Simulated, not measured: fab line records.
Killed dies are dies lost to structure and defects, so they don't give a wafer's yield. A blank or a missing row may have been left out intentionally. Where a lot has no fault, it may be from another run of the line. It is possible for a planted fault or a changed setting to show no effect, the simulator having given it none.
fab line records    flow sky130
[record] lots = 6  wafers = 18  last_day = 50
route steps=708 shown SD_P@324 RES_XHIGH@332
lots that met no fault: from a run of the same line without faults
start_h: the number of hours between the record's first day and the start of the first shown wafer of the lot    wait_h: hours from the lot's prior step to this one    " as in the row above    L1.1+2: a single row standing in for several wafers    - no value present, or no start provided    * or withheld: withheld    < > ~ a bound
route shown NAME@n: NAME is a module with steps in the file, n the number in the route of the first one    usual: mean and standard deviation over wafers with no fault    same: alike in all rows    chamber/n: place in a boat    sites: per-site readings    _std_site: the standard deviation of these    _edge_site: mean of outer sites minus mean of inner sites    radius_mm: how far each site lies from the wafer's centre    mask NAME#n: copy n    behind: the last tool/chamber to shape the wafer    hold: why the lot went on hold/how many hours it stayed there/how the hold came to an end    device: the n, p or np transistor that did not switch    end of line: the route-end tests of the same wafers    for a step that has no rows: nothing shown but its recipe    killed: dies lost to structure and defects at the first sort, not the wafer's yield    map: a wafer's dies, marking killed ones x, the rest . and places with no die _
set.NAME: the setting as run; set.NAME@STEP: as run at that earlier step    model.NAME: the simulator's own value behind a step, which no gauge read
lots at some steps of the route; a table a step, a row a wafer
services: when a tool's chamber went out of use (start_h, in hours from the record's first day, below 0 if earlier), for how many hours, and the reason
[[steps]]
[step SKY_SD_P_EXPOSE_04]
[recipe] mask_id = PSDM  na = 0.6  source_shape = conventional  sigma_outer = 0.6  polarization = unpolarized  target_cd_nm = 380  dose_mj = 138
[step SKY_SD_P_PEB_05]
[recipe] temp_c = withheld  time_s = *  resist = NOVOLAK
[step SKY_SD_P_DEVELOP_06]
[recipe] resist = NOVOLAK  developer = TMAH  develop_time_s = 60  dev_temp_c = 23
[step SKY_SD_P_CD_MEAS_07]
[recipe] target_cd_nm = 380
[usual] cd_nm = 381.1/2.6
lot.wafer  tool       chamber  start_h  wait_h  cd_nm
L536.1     cd_sem-01  -        625.30   0.1     384.5
L536.5     "          -        "        "       381.3
L536.6     "          -        "        "       382.1
L543.1     cd_sem-02  -        672.69   0.1     379.6
L543.3     "          -        "        "       379.4
L543.6     "          -        "        "       380.8
L542.1     cd_sem-01  -        676.44   0.1     378.3
L542.3     "          -        "        "       378.7
L542.6     "          -        "        "       380.0
L550.2     cd_sem-01  -        743.21   0.1     381.5
L550.3     "          -        "        "       382.2
L550.4     "          -        "        "       379.8
L552.3     cd_sem-02  -        754.18   0.1     381.0
L552.4     "          -        "        "       379.7
L552.5     "          -        "        "       378.5
L555.1     cd_sem-01  -        771.89   0.1     384.1
L555.2     "          -        "        "       384.4
L555.4     "          -        "        "       386.1
[step SKY_SD_P_OVL_MEAS_08]
[usual] SD_P_OVL = 0.1/1.4
lot.wafer  tool        chamber  start_h  wait_h  SD_P_OVL[nm]
L536.1     overlay-02  -        625.42   0.1     0.7
L536.5     "           -        "        "       0.5
L536.6     "           -        "        "       -0.2
L543.1     overlay-01  -        672.81   0.1     -1.6
L543.3     "           -        "        "       -1.5
L543.6     "           -        "        "       0.3
L542.1     overlay-02  -        676.56   0.1     1.3
L542.3     "           -        "        "       0.5
L542.6     "           -        "        "       0.0
L550.2     overlay-02  -        743.32   0.1     -2.5
L550.3     "           -        "        "       0.4
L550.4     "           -        "        "       -1.8
L552.3     overlay-02  -        754.28   0.1     -0.3
L552.4     "           -        "        "       -1.5
L552.5     "           -        "        "       -1.8
L555.1     overlay-01  -        772.01   0.1     -1.3
L555.2     "           -        "        "       -0.9
L555.4     "           -        "        "       -1.8
[step SKY_SD_P_IMPLANT_09]
[recipe] species = BF2  energy_kev = 20  dose_cm2 = 3e+15  tilt_deg = 0
[step SKY_SD_P_STRIP_10]
[recipe] chemistry = O2/N2  power_w = 1400  pressure_mtorr = 1500  platen_temp_c = withheld  o2_flow_sccm = 3000  n2_flow_sccm = 300  overash_fraction = 0.5
[usual] drypump_motor_current_A = 6.2/0.45  oes_product_au = 0.617/0.0045  strip_time_to_endpoint_s = 17.49/0.044
lot.wafer  tool             chamber  start_h  wait_h  drypump_motor_current_A  oes_product_au  rf_hours_counter_h  strip_time_to_endpoint_s
L536.1     plasma_asher-04  1        625.61   0.1     6.6                      0.622           84                  17.40
L536.5     "                1        "        "       6.6                      0.621           -                   17.43
L536.6     "                0        "        "       5.7                      0.620           -                   17.40
L543.1     plasma_asher-04  1        673.00   0.1     6.6                      0.607           88                  17.49
L543.3     "                1        "        "       6.6                      0.619           -                   17.56
L543.6     "                0        "        "       5.7                      0.618           -                   17.53
L542.1     plasma_asher-04  0        676.75   0.1     5.7                      0.612           88                  17.57
L542.3     "                1        "        "       6.6                      0.622           -                   17.53
L542.6     "                1        "        "       6.6                      0.622           -                   17.57
L550.2     plasma_asher-04  1        743.50   0.1     6.6                      0.621           95                  17.50
L550.3     "                0        "        "       5.7                      0.625           -                   17.46
L550.4     "                1        "        "       6.5                      0.615           -                   17.54
L552.3     plasma_asher-02  1        754.48   0.1     6.9                      0.616           -                   17.46
L552.4     "                0        "        "       6.1                      0.614           -                   17.46
L552.5     "                0        "        "       6.1                      0.619           -                   17.43
L555.1     plasma_asher-01  0        772.20   0.1     6.1                      0.610           2                   17.48
L555.2     "                1        "        "       5.6                      0.616           2                   17.44
L555.4     "                1        "        "       5.5                      0.620           -                   17.51
[step SKY_SD_P_TW_MEAS_11]
[usual] SD_P_TW = 2836/46
lot.wafer  tool           chamber  start_h  wait_h  SD_P_TW
L536.1     film_metro-01  -        625.71   0.1     2889
L536.5     "              -        "        "       2886
L536.6     "              -        "        "       2884
L543.1     film_metro-04  -        673.10   0.1     2807
L543.3     "              -        "        "       2802
L543.6     "              -        "        "       2812
L542.1     film_metro-03  -        676.85   0.1     2770
L542.3     "              -        "        "       2758
L542.6     "              -        "        "       2774
L550.2     film_metro-01  -        743.61   0.1     2873
L550.3     "              -        "        "       2857
L550.4     "              -        "        "       2885
L552.3     film_metro-01  -        754.57   0.1     2878
L552.4     "              -        "        "       2884
L552.5     "              -        "        "       2897
L555.1     film_metro-03  -        772.30   0.1     2787
L555.2     "              -        "        "       2795
L555.4     "              -        "        "       2791
[step SKY_RES_XHIGH_DEHYDRATE_00]
[recipe] temp_c = 200  time_s = 60
[step SKY_RES_XHIGH_HMDS_01]
[recipe] prime_time_s = 60  prime_temp_c = 120
[step SKY_RES_XHIGH_COAT_02]
[recipe] resist = NOVOLAK  spin_rpm = 3000  resist_thk_nm = 1140
[step SKY_RES_XHIGH_SOFTBAKE_03]
[recipe] temp_c = 90  time_s = 60  resist = NOVOLAK
[step SKY_RES_XHIGH_EXPOSE_04]
[recipe] mask_id = URPM  na = 0.6  source_shape = conventional  sigma_outer = 0.6  polarization = unpolarized  target_cd_nm = 1270  dose_mj = 140
[usual] exposure_dose_mJ_cm2 = 139.99/0.14  focus_offset_nm = 0.1/0.49
lot.wafer  tool              chamber  start_h  wait_h  mask    exposure_dose_mJ_cm2  focus_offset_nm
L536.1     iline_stepper-01  0        640.42   -       URPM#0  139.98                -0.4
L536.5     "                 0        "        "       URPM#0  139.89                0.0
L536.6     "                 0        "        "       URPM#0  139.95                -0.5
L543.1     iline_stepper-02  -        687.03   -       URPM#0  -                     -
L543.3     "                 -        "        "       URPM#0  -                     -
L543.6     "                 -        "        "       URPM#0  -                     -
L542.1     iline_stepper-02  -        690.00   -       URPM#0  -                     -
L542.3     "                 -        "        "       URPM#0  -                     -
L542.6     "                 -        "        "       URPM#0  -                     -
L550.2     iline_stepper-02  0        756.96   -       URPM#0  140.19                -0.5
L550.3     "                 0        "        "       URPM#0  140.29                0.1
L550.4     "                 0        "        "       URPM#0  140.33                0.2
L552.3     iline_stepper-02  0        767.78   -       URPM#0  139.98                -0.2
L552.4     "                 0        "        "       URPM#0  140.02                0.6
L552.5     "                 0        "        "       URPM#0  140.06                -0.3
L555.1     iline_stepper-02  0        786.43   -       URPM#0  139.96                -0.5
L555.2     "                 0        "        "       URPM#0  140.13                0.0
L555.4     "                 0        "        "       URPM#0  139.85                -0.6
[step SKY_RES_XHIGH_PEB_05]
[recipe] temp_c = withheld  time_s = *  resist = NOVOLAK
[step SKY_RES_XHIGH_DEVELOP_06]
[recipe] resist = NOVOLAK  developer = TMAH  develop_time_s = 60  dev_temp_c = 23
[step SKY_RES_XHIGH_IMPLANT_07]
[recipe] species = BF2  energy_kev = 20  dose_cm2 = 3.6e+14  tilt_deg = 0
[step SKY_RES_XHIGH_STRIP_08]
[recipe] chemistry = O2/N2  power_w = 1400  pressure_mtorr = 1500  platen_temp_c = withheld  o2_flow_sccm = 3000  n2_flow_sccm = 300  overash_fraction = 0.5
[usual] drypump_motor_current_A = 6.1/0.53  oes_product_au = 0.711/0.0046  strip_time_to_endpoint_s = 14.28/0.051
lot.wafer  tool             chamber  start_h  wait_h  drypump_motor_current_A  oes_product_au  rf_hours_counter_h  strip_time_to_endpoint_s
L536.1     plasma_asher-03  0        654.60   0.1     5.8                      0.710           56                  14.29
L536.5     "                0        "        "       5.8                      0.711           -                   14.25
L536.6     "                1        "        "       5.3                      0.716           -                   14.30
L543.1     plasma_asher-02  0        700.75   0.1     6.0                      0.712           26                  14.24
L543.3     "                0        "        "       6.1                      0.706           -                   14.24
L543.6     "                1        "        "       6.8                      0.719           -                   14.34
L542.1     plasma_asher-03  0        703.84   0.1     5.8                      0.710           61                  14.29
L542.3     "                1        "        "       5.3                      0.707           -                   14.28
L542.6     "                1        "        "       5.3                      0.699           -                   14.28
L550.2     plasma_asher-02  1        769.94   0.1     6.8                      0.716           34                  14.25
L550.3     "                1        "        "       6.8                      0.716           -                   14.31
L550.4     "                0        "        "       6.1                      0.707           -                   14.27
L552.3     plasma_asher-04  0        781.38   0.1     5.7                      0.705           -                   14.29
L552.4     "                1        "        "       6.6                      0.714           -                   14.31
L552.5     "                0        "        "       5.7                      0.705           -                   14.26
L555.1     plasma_asher-02  0        798.90   0.1     6.1                      0.707           37                  14.28
L555.2     "                1        "        "       6.8                      0.710           37                  14.25
L555.4     "                0        "        "       6.1                      0.717           -                   14.30
[step SKY_RES_XHIGH_TW_MEAS_09]
[usual] RES_XHIGH_TW = 1639/20
lot.wafer  tool           chamber  start_h  wait_h  hold                      RES_XHIGH_TW
L536.1     film_metro-01  -        654.70   0.1     -                         1668
L536.5     "              -        "        "       -                         1664
L536.6     "              -        "        "       -                         1663
L543.1     film_metro-01  -        700.85   0.1     await_dispo/0.2h/release  31
L543.3     "              -        "        "       await_dispo/0.2h/release  31
L543.6     "              -        "        "       await_dispo/0.2h/release  31
L543.1     film_metro-01  -        701.08   0.2     -                         31
L543.3     "              -        "        "       -                         31
L543.6     "              -        "        "       -                         31
L542.1     film_metro-04  -        703.94   0.1     await_dispo/0.2h/release  30
L542.3     "              -        "        "       await_dispo/0.2h/release  30
L542.6     "              -        "        "       await_dispo/0.2h/release  30
L542.1     film_metro-04  -        704.17   0.2     -                         30
L542.3     "              -        "        "       -                         30
L542.6     "              -        "        "       -                         30
L550.2     film_metro-04  -        770.05   0.1     -                         1642
L550.3     "              -        "        "       -                         1640
L550.4     "              -        "        "       -                         1650
L552.3     film_metro-04  -        781.46   0.1     -                         1641
L552.4     "              -        "        "       -                         1637
L552.5     "              -        "        "       -                         1638
L555.1     film_metro-04  -        799.00   0.1     -                         1653
L555.2     "              -        "        "       -                         1644
L555.4     "              -        "        "       -                         1645
[[services]]
tool              chamber  start_h  hours  kind
iline_stepper-02  -        630.43   1.7    pm
iline_stepper-02  0        630.95   -      calibration
plasma_asher-04   -        641.80   4.8    repair
plasma_asher-02   -        642.93   5.8    repair
plasma_asher-04   -        652.52   3.4    repair
iline_stepper-01  -        681.11   1.7    pm
iline_stepper-01  0        709.26   -      calibration
plasma_asher-04   -        713.86   1.7    repair
plasma_asher-01   -        720.95   18.0   pm
plasma_asher-01   -        738.95   9.0    pm
plasma_asher-01   0        738.95   11.9   vent_cycle
plasma_asher-01   1        738.95   11.9   vent_cycle
plasma_asher-01   -        747.17   3.6    repair
plasma_asher-01   0        747.95   -      clean
plasma_asher-01   1        747.95   -      clean
iline_stepper-02  -        768.22   3.2    repair
iline_stepper-02  -        788.33   11.0   repair
plasma_asher-04   -        797.57   4.3    pm
iline_stepper-02  -        798.62   28.7   repair
[[key]]
[first_sign] step = SKY_RES_XHIGH_EXPOSE_04  reading = tool_record  direction = missing
[effect] step = SKY_RES_XHIGH_TW_MEAS_09  reading = visit  direction = added
[effect] step = SKY_RES_XHIGH_TW_MEAS_09  reading = RES_XHIGH_TW  direction = down  sigmas = 81  usual = 1639  struck = 30
met_at SKY_RES_XHIGH_EXPOSE_04
struck_wafers L542.1,L542.3,L542.6,L543.1,L543.3,L543.6
scrapped_behind SKY_RES_XHIGH_TW_MEAS_09 L542.1,L542.3,L542.6,L543.1,L543.3,L543.6
[fault] kind = skipped_step_whole  tool = iline_stepper-02  chamber = -  onset_h = 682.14  steps = SKY_RES_XHIGH_EXPOSE_04  scope = struck_lots_only
